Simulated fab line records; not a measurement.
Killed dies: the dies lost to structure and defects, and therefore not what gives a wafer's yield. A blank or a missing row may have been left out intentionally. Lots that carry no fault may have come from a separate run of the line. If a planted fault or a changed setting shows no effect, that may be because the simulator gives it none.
8D (eight disciplines) problem report, filled in by code + flow sky130 + the parts of the form that need people (team, actions taken, sign-off) are left out

== 1. PROBLEM STATEMENT ==
Mean VIA3_HDPCVD_THK at SKY_VIA3_THK_MEAS_01: 1948 nm over 2 wafers in 2 lots; fault-free wafers: 1625 nm, standard deviation 15. Relative to the usual mean, that is a shift of +22 standard deviations.
First seen on wafer L737.1, day 39 21:35, on film metro-02. The record has a number at this step for 36 wafers belonging to 12 lots. Rule for "out", or "out of limits": more than 4 standard deviations from the usual mean. The other wafers with a number count as sound.

== 2. WHAT IT IS, WHAT IT ISN'T ==
| question                    | is                           | is not                                                                                       |
|-----------------------------|------------------------------|----------------------------------------------------------------------------------------------|
| which readings at this step | VIA3_HDPCVD_THK              | -                                                                                            |
| which lots                  | L737, L739                   | L724, L728, L729, L730, L731, L733, L743, L744, L745, L746                                   |
| which wafers of those lots  | L737.1, L739.1               | L737.4, L737.6, L739.5, L739.6                                                               |
| read on which gauges        | film metro-02, film metro-04 | film metro-01                                                                                |
| when                        | from day 39 21:35            | up to then (20 sound wafers); but 14 sound wafers of L739, L743, L744, L745, L746 came after |

== 3. SUSPECTS, AND WHAT RULES EACH OUT ==
Counting: any tool at a process step up to the reading remains a suspect provided it ran every lot that is out. Sound lots after the first of them don't rule it out here, since some wafers of a struck lot are sound.
- the gauge at SKY_VIA3_THK_MEAS_01 has been ruled out. Those wafers that are out were read across 2 gauges (film metro-02, film metro-04).
- hdpcvd-02 at SKY_VIA3_HDPCVD_00 (deposits SiO2, target thk 1635 nm, time 272.5 s): kept. Ran every lot that is out, first one L737 (day 39 21:25); last sound lot up to then L730 (day 38 07:21). Out on those wafers are its own readings of sih4 flow sccm.
- At SKY_VIA3_HDPCVD_00, inside hdpcvd-02: chamber 0 took the wafers that are out, while their sound lot-mates went through chambers 1, 2.
After counting, what remains is hdpcvd-02 at SKY_VIA3_HDPCVD_00.

== 4. THE CAUSE (what the simulator had put in) ==
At SKY_VIA3_HDPCVD_00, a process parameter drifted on hdpcvd-02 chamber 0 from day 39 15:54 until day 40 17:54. Setting sih4 flow sccm, moved by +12, from 60. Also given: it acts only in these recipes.
This tool alone remained once counting was done.

== 5. THE CHAIN OF EFFECTS, in route order ==
One row per reading whose mean, taken over the struck wafers that have a number, lies over 3 standard deviations from the usual. Only readings for which the record gives a usual standard deviation are gone through. hours: the time from each lot's start at the first step in this table that gives one to its start at this step, as a median over the lots. sigmas: the change in usual standard deviations.
| hours | step                 | reading         | usual      | on struck wafers | change | sigmas |
|-------|----------------------|-----------------|------------|------------------|--------|--------|
| 0     | SKY_VIA3_HDPCVD_00   | sih4 flow sccm  | 60.00 sccm | 72.08            | +12.08 | +67    |
| 0     | SKY_VIA3_THK_MEAS_01 | VIA3_HDPCVD_THK | 1625 nm    | 1948             | +322   | +22    |
The process steps in it:
- SKY_VIA3_HDPCVD_00: deposits SiO2, target thk 1635 nm, time 272.5 s.
Later measuring or inspecting steps at which every struck wafer that the step has a row for has a number for every such reading, and none has moved that far: SKY_VIA3_BOW_MEAS_03, SKY_VIA3_CD_MEAS_12.

== 6. WHAT WOULD HAVE CAUGHT IT SOONER ==
6 hours passed between the start of the fault at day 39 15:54 and the first reading out of limits at a measuring or inspecting step in this record, taken at day 39 21:35.
Tool's own readings at SKY_VIA3_HDPCVD_00, sih4 flow sccm: out on all struck wafers the step has rows for; an alarm limit on them would have tripped on the first.
Of the lots that are out (2), L739 began SKY_VIA3_HDPCVD_00 on hdpcvd-02 after day 39 21:35. It would have been spared by a hold on the tool at that moment.
